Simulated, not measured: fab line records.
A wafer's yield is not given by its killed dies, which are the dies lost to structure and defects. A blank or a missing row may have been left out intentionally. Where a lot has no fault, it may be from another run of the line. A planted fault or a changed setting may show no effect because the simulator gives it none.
A lot that was struck, set against a sound lot	flow sky130	16 steps out of a route of 708
Sound: the wafers L561.2, L561.3, L561.4. Struck: wafers L573.1, L573.4, L573.6. The cause is given at the end.
Per side, at each step with rows, come the tool, then ch with its chambers, and then its first start. Under that, the readings that differ: sound wafers	struck wafers	difference of the means	sigmas: that difference in standard deviations of wafers without a fault.
alike: readings whose means differ by less than 2 such deviations, and words and numbers that are the same on both sides. not compared: withheld readings, readings that some wafer has no value for, bounds like >300 that may hide the same value, and numbers for which the record gives no deviation and whose values overlap.
The two part at a step that has a row with sigmas, a row that says differs or no value, or rows on one side only. Numbers that have no deviation but don't overlap get no sigmas and don't part them. Lack of a reading on every wafer of one side parts them only where that side has two or more wafers.

first, 5 steps without rows for these wafers: SKY_SONOS_TUNNEL_COAT_02 (resist thk 1140 nm); SKY_SONOS_TUNNEL_SOFTBAKE_03 (time 60 s); SKY_SONOS_TUNNEL_EXPOSE_04 (exposes mask TUNM, target cd 410 nm); SKY_SONOS_TUNNEL_PEB_05; SKY_SONOS_TUNNEL_DEVELOP_06 (develop time 60 s).
SKY_SONOS_TUNNEL_CD_MEAS_07: target cd 410 nm.
  sound: cdSem-01 at day 11 03:30; struck: cdSem-01 at day 15 05:40
  alike: cdNm
SKY_SONOS_TUNNEL_OVL_MEAS_08:
  sound: overlay-01 at day 11 03:36; struck: overlay-01 at day 15 05:47
  alike: SONOS_TUNNEL_OVL
then, 3 steps without rows for these wafers: SKY_SONOS_TUNNEL_IMPLANT_09; SKY_SONOS_TUNNEL_WET_ETCH_10 (etches SiO2 in dHF, target depth 14 nm, time 280 s); SKY_SONOS_TUNNEL_STRIP_11 (strips in SPM, time 600 s).
SKY_SONOS_TUNNEL_TW_MEAS_12:
  sound: filmMetro-02 at day 11 04:05; struck: filmMetro-02 at day 15 06:14
  alike: SONOS_TUNNEL_TW
then, 1 step without rows for these wafers: SKY_SONOS_TUNNEL_CLEAN_13 (cleans in dHF, time 20 s).
SKY_SONOS_ONO_OXIDATION_00: stabilise 600 s, purge 300 s, target thk 2.6 nm.
  sound on furnace-01 ch 0, day 11 04:15; struck on furnace-01 ch 0, day 15 06:19
reading	sound	struck	difference	sigmas
spikeTcBottomC (C)	819.0 820.7 819.5	834.2 835.8 837.3	+16.0	+17
spikeTcCentreC (C)	800.1 799.7 801.2	815.4 816.8 816.5	+15.9	+16
spikeTcLowerC (C)	802.7 804.4 802.5	817.7 818.7 820.1	+15.6	+8
spikeTcTopC (C)	813.0 811.7 812.4	827.8 828.9 828.9	+16.2	+13
spikeTcUpperC (C)	800.7 798.7 797.1	815.5 814.6 815.9	+16.5	+14
tubeCenterTempC (C)	799.97 800.12 799.99	815.9 816.08 815.97	+16.0	+99 or more
tube_center_temp_C_max	801.70 801.96 801.75	818.51 818.36 818.11	+16.52	+55
zonePowerCentrePct (%)	14.40 14.31 14.11	14.76 14.84 14.78	+0.52	+4
model.SiO2_of_SONOS_ONO_OXIDATION_00.thkNm (nm)	2.605 2.626 2.617	3.174 3.195 3.253	+0.591	
SKY_SONOS_ONO_THK_MEAS_01:
  sound: filmMetro-02 at day 11 05:37; struck: filmMetro-02 at day 15 07:39
reading	sound	struck	difference	sigmas
SONOS_ONO_OXIDATION_THK (nm)	2.70 2.59 2.58	3.16 3.24 3.24	+0.59	+11
then, 1 step without rows for these wafers: SKY_SONOS_ONO_CVD_02 (deposits Si3N4 from DCS/NH3, target thk 10.5 nm, time 180 s).
-- here the record skips 33 days between the struck wafers' starts before and after, leaving off in module SONOS_ONO and picking up in module PAD_OPEN (first step shown: number 708 of the route) --
SKY_PAD_OPEN_PROBE_99:
  sound: prober-01 at day 45 13:52; struck: prober-01 at day 48 11:42
reading	sound	struck	difference	sigmas
model.etest.sonosErased.driveUaUm	185.5 190.2 210.5	115.8 115.5 72.8	-94.0	
model.etest.sonosUncharged.rOnOhmUm	819.5 804.8 795.2	829.6 835.5 844.1	+29.9	
model.etest.sonosErased.vtV (V)	-2.262 -2.276 -2.336	-1.535 -1.457 -1.029	+0.951	
model.etest.capOno.gateLog10ACm2	-8.012 -7.949 -7.86	-8.676 -8.673 -9.016	-0.848	
model.etest.capOno.gateBvV (V)	16.35 16.58 16.13	17.1 17.66 17.56	+1.1	
model.etest.capOno.toxAccNm (nm)	12.95 12.89 12.83	13.44 13.46 13.73	+0.65	
model.etest.sonosProgrammed.vtV (V)	1.467 1.456 1.506	1.224 1.233 1.092	-0.293	
model.etest.sonosProgrammed.offLog10AUm	-14.04 -14.08 -13.93	-13.87 -13.91 -13.79	+0.16	
  alike: killed_at_M0_to_M3, killed_at_M4_up, killedAtContacts, killedAtFrontEnd, killedAtOther, killedDies, killedOpen, killedShort

== WHERE THEY PART ==
Last at SKY_SONOS_ONO_THK_MEAS_01 as far as this record goes, first at SKY_SONOS_ONO_OXIDATION_00. Later steps at which nothing parts them and some readings are alike: SKY_PAD_OPEN_PROBE_99.

WHY: whatever the simulator had introduced
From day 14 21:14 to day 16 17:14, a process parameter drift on furnace-01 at SKY_SONOS_ONO_OXIDATION_00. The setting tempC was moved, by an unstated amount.
